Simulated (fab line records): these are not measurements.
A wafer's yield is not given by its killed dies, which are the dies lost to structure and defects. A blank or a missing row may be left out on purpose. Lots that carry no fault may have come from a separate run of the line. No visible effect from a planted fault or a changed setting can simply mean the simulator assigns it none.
fab line records | flow sky130
record lots=11 wafers=33 lastDay=50
route steps=708 shown POLY_GATE@205 LDD_P@257
lots that met no fault: from a run of the same line without faults
startH: the number of hours between the record's first day and the start of the first shown wafer of the lot | waitH: time in hours since the lot's previous step | " same as the row above | L1.1+2: one row covering several wafers at once | - value missing, or start not given | * or withheld: withheld | < > ~ a bound
route shown NAME@n: a module of which the file shows steps, and the number in the route of the first | usual: mean/standard deviation taken from wafers without a fault | same: alike in all rows | chamber/n: place in a boat | sites: per-site readings | _std_site: how widely they spread, as a standard deviation | _edge_site: inner sites' mean taken away from outer sites' mean | radiusMm: for every site, how far away it sits from the centre of the wafer | mask NAME#n: copy n | behind: tool/chamber where the wafer was last shaped | hold: the reason the lot was held/the length of the hold in hours/how it ended | device: the transistor (n, p or np) that didn't switch | end of line: tests of these same wafers at the route's end | a step with no rows: only its recipe | killed: at the first sort, the dies lost to defects and structure; wafer yield is something else | map: a wafer's dies, x killed, . not, _ none there
set.NAME: setting as actually run; set.NAME@STEP: the setting as run at that earlier step | model.NAME: the simulator's own value behind a step, which no gauge read
steps of the route over a sample of lots; a table a step, a row a wafer
services: a tool's chamber out of use, with start hour (startH, from the record's first day; less than 0 if before it), hours out, and reason
## steps
# step SKY_POLY_GATE_THK_MEAS_01
# recipe reads=poly-Si_of_POLY_GATE_CVD_00
# usual POLY_GATE_CVD_00_THK=180.3/1.6
# columns lot.wafer tool chamber startH waitH POLY_GATE_CVD_00_THK[nm]
L581.2 filmMetro-01 - 308.92 0.0 179.6
L581.3 " - " " 180.5
L581.5 " - " " 180.1
L582.1 filmMetro-03 - 322.13 0.0 181.9
L582.4 " - " " 183.9
L582.5 " - " " 182.4
L584.3 filmMetro-04 - 369.38 0.0 181.7
L584.4 " - " " 180.9
L584.5 " - " " 179.6
L587.1 filmMetro-04 - 370.56 0.0 180.0
L587.3 " - " " 180.7
L587.4 " - " " 181.5
L591.1 filmMetro-04 - 393.00 0.0 178.3
L591.2 " - " " 177.4
L591.4 " - " " 178.3
L593.2 filmMetro-01 - 404.25 0.0 180.5
L593.3 " - " " 179.7
L593.4 " - " " 178.8
L599.2 filmMetro-01 - 461.01 0.0 179.2
L599.5 " - " " 178.3
L599.6 " - " " 178.5
L600.2 filmMetro-01 - 468.13 0.0 181.4
L600.3 " - " " 182.5
L600.6 " - " " 181.5
L601.2 filmMetro-01 - 479.28 0.0 178.5
L601.5 " - " " 179.6
L601.6 " - " " 178.8
L602.2 filmMetro-04 - 486.29 0.0 180.8
L602.4 " - " " 180.7
L602.6 " - " " 180.5
L603.3 filmMetro-01 - 491.45 0.0 182.6
L603.5 " - " " 180.2
L603.6 " - " " 182.2
# step SKY_POLY_GATE_THK_MEAS_04
# recipe reads=Si3N4_of_POLY_GATE_CVD_03
# usual POLY_GATE_CVD_03_THK=75.5/0.78
# columns lot.wafer tool chamber startH waitH POLY_GATE_CVD_03_THK[nm]
L581.2 filmMetro-03 - 336.95 0.0 75.5
L581.3 " - " " 75.8
L581.5 " - " " 75.3
L582.1 filmMetro-04 - 350.87 0.0 73.9
L582.4 " - " " 74.0
L582.5 " - " " 74.4
L584.3 filmMetro-03 - 401.06 0.0 74.8
L584.4 " - " " 75.2
L584.5 " - " " 74.5
L587.1 filmMetro-03 - 401.10 0.1 75.2
L587.3 " - " " 75.6
L587.4 " - " " 74.8
L591.1 filmMetro-04 - 424.45 0.0 76.1
L591.2 " - " " 76.3
L591.4 " - " " 76.7
L593.2 filmMetro-04 - 435.90 0.0 75.6
L593.3 " - " " 75.6
L593.4 " - " " 75.2
L599.2 filmMetro-03 - 493.45 0.0 76.1
L599.5 " - " " 76.0
L599.6 " - " " 76.2
L600.2 filmMetro-03 - 512.40 0.0 75.7
L600.3 " - " " 75.5
L600.6 " - " " 75.2
L601.2 filmMetro-03 - 517.98 0.0 76.8
L601.5 " - " " 76.8
L601.6 " - " " 77.4
L602.2 filmMetro-04 - 520.40 0.0 73.6
L602.4 " - " " 73.6
L602.6 " - " " 73.7
L603.3 filmMetro-01 - 520.41 0.0 75.0
L603.5 " - " " 75.2
L603.6 " - " " 74.9
# step SKY_POLY_GATE_ETCH_15
# recipe chemistry=N2/H2 target=BARC ionEnergyEv=200 sourceW=500 biasW=100 pressureMtorr=30 n2FlowSccm=100 h2FlowSccm=200 stopOn=SiO2 timeS=118.5 targetDepthA=1100
# usual drypumpMotorCurrentA=5.8/0.39 oesProductAu=0.717/0.005 rfFwdPowerW=497.8/1.7 throttleValvePct=13.214/0.0093
# columns lot.wafer tool chamber startH waitH drypumpMotorCurrentA oesProductAu rfFwdPowerW rfHoursCounterH throttleValvePct
L581.2 rieDiel-03 1 362.33 0.0 6.3 0.718 498.4 98 13.228
L581.3 " 0 " " 5.7 0.718 499.1 111 13.205
L581.5 " 1 " " 6.3 0.717 499.8 - 13.216
L582.1 rieDiel-03 2 377.78 0.0 6.0 0.724 497.7 7 13.207
L582.4 " 3 " " 5.9 0.712 499.8 6 13.215
L582.5 " 0 " " 5.7 0.712 496.9 - 13.224
L584.3 rieDiel-03 3 431.58 0.0 5.9 0.715 498.5 8 13.222
L584.4 " 2 " " 6.1 0.728 498.4 8 13.222
L584.5 " 0 " " 5.7 0.723 499.8 - 13.225
L587.1 rieDiel-04 0 432.22 0.0 5.5 0.708 500.1 0 13.221
L587.3 " 3 " " 5.5 0.722 500.8 82 13.214
L587.4 " 1 " " 5.3 0.713 498.6 2 13.204
L591.1 rieDiel-01 0 455.48 0.0 6.6 0.715 499.7 27 13.211
L591.2 " 1 " " 6.0 0.713 498.8 47 13.205
L591.4 " 3 " " 5.1 0.719 496.5 19 13.202
L593.2 rieDiel-03 3 467.23 0.0 5.9 0.717 497.9 9 13.225
L593.3 " 0 " " 5.7 0.710 499.2 1 13.218
L593.4 " 0 " " 5.7 0.715 501.6 - 13.201
L599.2 rieDiel-03 3 517.97 0.0 5.9 0.718 499.0 10 13.235
L599.5 " 3 " " 5.9 0.706 495.3 - 13.213
L599.6 " 0 " " 5.7 0.722 495.3 - 13.217
L600.2 rieDiel-04 3 542.68 0.0 5.5 0.717 497.9 84 13.224
L600.3 " 0 " " 5.5 0.727 499.7 2 13.202
L600.6 " 0 " " 5.5 0.719 502.5 - 13.213
L601.2 rieDiel-01 3 548.38 0.0 5.1 0.713 499.4 20 13.211
L601.5 " 1 " " 6.0 0.719 496.8 - 13.202
L601.6 " 0 " " 6.5 0.716 497.2 - 13.213
L603.3 rieDiel-04 2 550.69 0.0 6.3 0.715 495.7 8 13.215
L603.5 " 1 " " 5.3 0.717 497.0 - 13.215
L603.6 " 0 " " 5.5 0.719 496.9 - 13.219
L602.2 rieDiel-01 0 550.92 0.0 6.6 0.707 496.4 29 13.210
L602.4 " 2 " " 5.9 0.714 497.3 2 13.220
L602.6 " 2 " " 5.9 0.716 496.0 - 13.214
# step SKY_LDD_P_COAT_02
# recipe resist=NOVOLAK spinRpm=3000 resistThkNm=1140
# usual exhaustPa=45.0/0.99
# columns lot.wafer tool chamber startH waitH exhaustPa
L581.2 lithoTrack-01 0 408.58 0.1 46.2
L581.3 " 0 " " 44.7
L581.5 " 0 " " 45.1
L582.1 lithoTrack-03 0 424.02 0.1 45.8
L582.4 " 0 " " 44.7
L582.5 " 0 " " 43.9
L584.3 lithoTrack-01 0 481.80 0.1 45.9
L584.4 " 0 " " 45.5
L584.5 " 0 " " 44.5
L587.1 lithoTrack-04 0 481.91 0.1 42.2
L587.3 " 0 " " 44.7
L587.4 " 0 " " 44.1
L591.1 lithoTrack-01 0 502.55 0.1 43.3
L591.2 " 0 " " 43.9
L591.4 " 0 " " 43.4
L593.2 lithoTrack-01 0 523.48 0.1 44.6
L593.3 " 0 " " 45.3
L593.4 " 0 " " 44.6
L599.2 lithoTrack-03 0 566.54 0.1 43.6
L599.5 " 0 " " 44.1
L599.6 " 0 " " 43.9
L600.2 lithoTrack-01 0 586.77 0.1 45.3
L600.3 " 0 " " 44.5
L600.6 " 0 " " 45.6
L601.2 lithoTrack-03 0 596.14 0.1 44.1
L601.5 " 0 " " 44.7
L601.6 " 0 " " 45.1
L603.3 lithoTrack-03 0 599.17 0.1 45.5
L603.5 " 0 " " 45.0
L603.6 " 0 " " 45.6
L602.2 lithoTrack-01 0 599.28 0.1 45.8
L602.4 " 0 " " 46.9
L602.6 " 0 " " 45.2
# step SKY_LDD_P_CD_MEAS_07
# recipe targetCdNm=380
# usual cdNm=379.4/2.1
# columns lot.wafer tool chamber startH waitH cdNm
L581.2 cdSem-01 - 423.44 0.1 380.2
L581.3 " - " " 378.3
L581.5 " - " " 379.5
L582.1 cdSem-02 - 439.31 0.1 381.4
L582.4 " - " " 380.9
L582.5 " - " " 381.8
L584.3 cdSem-01 - 497.41 0.1 381.1
L584.4 " - " " 380.6
L584.5 " - " " 380.5
L587.1 cdSem-02 - 510.40 0.1 378.0
L587.3 " - " " 377.1
L587.4 " - " " 379.4
L591.1 cdSem-02 - 517.87 0.1 378.4
L591.2 " - " " 353.7
L591.4 " - " " 353.4
L593.2 cdSem-02 - 542.39 0.1 356.2
L593.3 " - " " 356.5
L593.4 " - " " 355.7
L599.2 cdSem-02 - 579.74 0.1 375.9
L599.5 " - " " 377.8
L599.6 " - " " 379.4
L600.2 cdSem-02 - 603.02 0.1 379.2
L600.3 " - " " 379.3
L600.6 " - " " 378.3
L601.2 cdSem-01 - 609.49 0.2 375.6
L601.5 " - " " 379.4
L601.6 " - " " 378.0
L603.3 cdSem-02 - 612.95 0.1 381.2
L603.5 " - " " 382.6
L603.6 " - " " 384.6
L602.2 cdSem-01 - 613.04 0.1 380.6
L602.4 " - " " 377.5
L602.6 " - " " 380.1
# step SKY_LDD_P_STRIP_10
# recipe chemistry=O2/N2 powerW=1400 pressureMtorr=1500 platenTempC=withheld o2FlowSccm=3000 n2FlowSccm=300 overashFraction=0.5
# usual drypumpMotorCurrentA=5.8/0.49 oesProductAu=0.716/0.0046 stripTimeToEndpointS=14.16/0.044
# same overashFraction=0.5
# columns lot.wafer tool chamber startH waitH drypumpMotorCurrentA oesProductAu rfHoursCounterH stripTimeToEndpointS
L581.2 plasmaAsher-03 1 423.73 0.1 5.8 0.724 72 14.17
L581.3 " 0 " " 6.1 0.725 - 14.14
L581.5 " 1 " " 5.8 0.723 - 14.17
L582.1 plasmaAsher-04 0 439.62 0.1 6.7 0.722 58 14.16
L582.4 " 1 " " 5.0 0.714 - 14.15
L582.5 " 0 " " 6.7 0.718 - 14.20
L584.3 plasmaAsher-03 1 497.71 0.1 5.8 0.714 - 14.11
L584.4 " 0 " " 6.2 0.709 - 14.13
L584.5 " 0 " " 6.1 0.725 - 14.14
L587.1 plasmaAsher-04 0 510.71 0.1 6.7 0.723 63 14.23
L587.3 " 0 " " 6.7 0.713 - 14.26
L587.4 " 1 " " 5.0 0.714 - 14.24
L591.1 plasmaAsher-03 1 518.18 0.1 5.8 0.718 82 14.17
L591.2 " 0 " " 6.2 0.714 82 17.24
L591.4 " 1 " " 5.8 0.709 - 17.35
L593.2 plasmaAsher-03 0 542.68 0.1 6.1 0.714 83 17.28
L593.3 " 0 " " 6.1 0.711 - 17.17
L593.4 " 1 " " 5.8 0.718 - 17.21
L599.2 plasmaAsher-02 0 580.02 0.1 5.7 0.714 15 14.14
L599.5 " 1 " " 5.7 0.711 - 14.11
L599.6 " 0 " " 5.7 0.713 - 14.11
L600.2 plasmaAsher-03 0 603.31 0.1 6.2 0.722 90 14.18
L600.3 " 1 " " 5.8 0.714 - 14.22
L600.6 " 0 " " 6.2 0.720 - 14.23
L601.2 plasmaAsher-04 0 609.78 0.1 6.7 0.719 74 14.18
L601.5 " 0 " " 6.7 0.716 - 14.12
L601.6 " 1 " " 5.0 0.716 - 14.14
L603.3 plasmaAsher-02 1 613.25 0.1 5.7 0.725 - 14.13
L603.5 " 0 " " 5.7 0.713 - 14.13
L603.6 " 1 " " 5.7 0.710 - 14.14
L602.2 plasmaAsher-04 1 613.37 0.1 5.0 0.722 74 14.19
L602.4 " 0 " " 6.7 0.717 - 14.19
L602.6 " 0 " " 6.7 0.713 - 14.20
## services
# columns tool chamber startH hours kind
plasmaAsher-03 - 339.92 1.3 repair
rieDiel-01 - 343.51 4.0 pm
plasmaAsher-04 - 351.18 33.7 pm
plasmaAsher-02 - 376.96 10.0 repair
plasmaAsher-04 - 384.89 2.8 pm
plasmaAsher-03 - 387.40 5.2 repair
plasmaAsher-04 - 399.54 3.2 repair
plasmaAsher-04 - 418.83 3.3 repair
plasmaAsher-02 - 421.25 9.0 pm
plasmaAsher-03 - 464.08 0.7 repair
plasmaAsher-04 - 467.01 15.6 pm
rieDiel-04 0 474.53 4.5 repair
rieDiel-03 0 478.36 5.5 repair
rieDiel-04 - 478.75 0.2 repair
rieDiel-03 2 493.57 4.8 repair
rieDiel-01 1 505.84 2.6 repair
rieDiel-01 - 505.96 0.8 repair
plasmaAsher-02 - 528.69 2.5 repair
rieDiel-03 2 542.87 4.1 repair
plasmaAsher-04 - 552.31 5.8 repair
rieDiel-04 1 554.80 5.5 repair
rieDiel-01 0 556.92 2.1 repair
rieDiel-03 2 579.69 1.7 repair
rieDiel-01 - 596.07 0.4 repair
## key
firstSign step=SKY_LDD_P_CD_MEAS_07 reading=cdNm direction=down sigmas=12 usual=379.4 struck=355.1
effect step=SKY_LDD_P_STRIP_10 reading=stripTimeToEndpointS direction=up sigmas=69 usual=* struck=*
metAt SKY_LDD_P_COAT_02
struckLots L591,L593
struckWafers L591.2,L591.4,L593.2,L593.3,L593.4
testerLeftOut L591,L593
notActingAt SKY_POLY_GATE_THK_MEAS_01,SKY_POLY_GATE_THK_MEAS_04,SKY_POLY_GATE_ETCH_15
onsetBetween 481.80 502.55
fault kind=processParameterDrift tool=lithoTrack-01 chamber=- onsetH=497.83 steps=SKY_LDD_P_COAT_02 channel=resistThkNm offset=279.29 shape=step endH=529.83 scope=struckWafersOnly actsIn=theseRecipesOnly stated=1140
# testerLeftOut: of these lots the tester's yield and bins aren't shown, on N5 and GAA mostly nor the transistor test; their killed dies are dies lost to structure and defects alone, not to doping, threshold or leakage, so they don't give the yield
